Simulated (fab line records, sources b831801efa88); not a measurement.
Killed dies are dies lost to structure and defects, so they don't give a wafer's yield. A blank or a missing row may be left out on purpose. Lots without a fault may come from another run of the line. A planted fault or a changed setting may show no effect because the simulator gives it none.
Which tool did it? | flow sky130 | 11 lots, 33 wafers sampled, at 2 steps of a route of 708

WHAT THE GAUGES READ, wafer by wafer
SKY_VIA1_RS_MEAS_22: measures by four-point-probe. Usual: VIA1_W_RS 0.422 ohm/sq, standard deviation 0.0085.
lot  | measured     | on            | VIA1_W_RS (ohm/sq) | flag
L780 | day 34 15:44 | film_metro-02 | 0.427 0.423 0.427  |
L781 | day 34 18:46 | film_metro-01 | 0.426 0.422 0.424  |
L785 | day 36 01:02 | film_metro-03 | 0.408 0.407 0.410  |
L784 | day 36 02:32 | film_metro-03 | 0.431 0.411 0.410  |
L786 | day 36 09:18 | film_metro-01 | 0.432 0.431 0.427  |
L787 | day 36 12:09 | film_metro-03 | 0.419 0.423 0.425  |
L792 | day 37 20:01 | film_metro-03 | 0.422 0.419 0.427  |
L798 | day 39 23:25 | film_metro-03 | 0.417 0.435 0.417  |
L799 | day 40 01:10 | film_metro-03 | 0.425 0.417 0.406  |
L800 | day 40 15:12 | film_metro-03 | 0.422 0.419 0.436  |
L802 | day 40 18:41 | film_metro-02 | 0.426 0.427 0.411  |

SKY_VIA1_THK_MEAS_23: measures by xrf. Usual: VIA1_W_THK 268 nm, standard deviation 5.8.
lot  | measured     | on            | VIA1_W_THK (nm) | flag
L780 | day 34 15:51 | film_metro-02 | 267 271 267     |
L781 | day 34 18:52 | film_metro-01 | 264 264 263     |
L785 | day 36 01:10 | film_metro-03 | 279 278 277     |
L784 | day 36 02:38 | film_metro-03 | 265 276 277     |
L786 | day 36 09:25 | film_metro-01 | 259 258 262     |
L787 | day 36 12:16 | film_metro-03 | 272 269 267     |
L792 | day 37 20:08 | film_metro-03 | 269 269 265     |
L798 | day 39 23:31 | film_metro-03 | 272 262 273     |
L799 | day 40 01:17 | film_metro-03 | 264 268 278     |
L800 | day 40 15:19 | film_metro-03 | 267 269 259     |
L802 | day 40 18:49 | film_metro-02 | 266 266 276     |

WHICH TOOL RAN EACH LOT (tool, then ch and the chambers of the sampled wafers, then the start)
The record holds no process step before these readings.

WHAT THE TOOLS THEMSELVES READ (means of the sampled wafers that have a number; where no wafer has one, the mark that the record gives instead)
The record holds no such reading with a usual standard deviation.

THE ANSWER, worked out from the rows above alone
Rule: a lot is off if the mean of its wafers that have a number lies more than 3 standard deviations from the usual mean. A lot without any number at a reading at which 4 lots or more have one is off too. The other lots that the step has rows for count as sound. The gauges are gone through in route order, then the tools' own readings, and for those a lot's mean is taken as printed above. The first step at which some lot is off is used, and at that step the reading that is off furthest; a lot without a number counts as furthest.
No lot is off at any reading shown: from this, nothing can be told.

WHAT THE SIMULATOR HAD PUT IN
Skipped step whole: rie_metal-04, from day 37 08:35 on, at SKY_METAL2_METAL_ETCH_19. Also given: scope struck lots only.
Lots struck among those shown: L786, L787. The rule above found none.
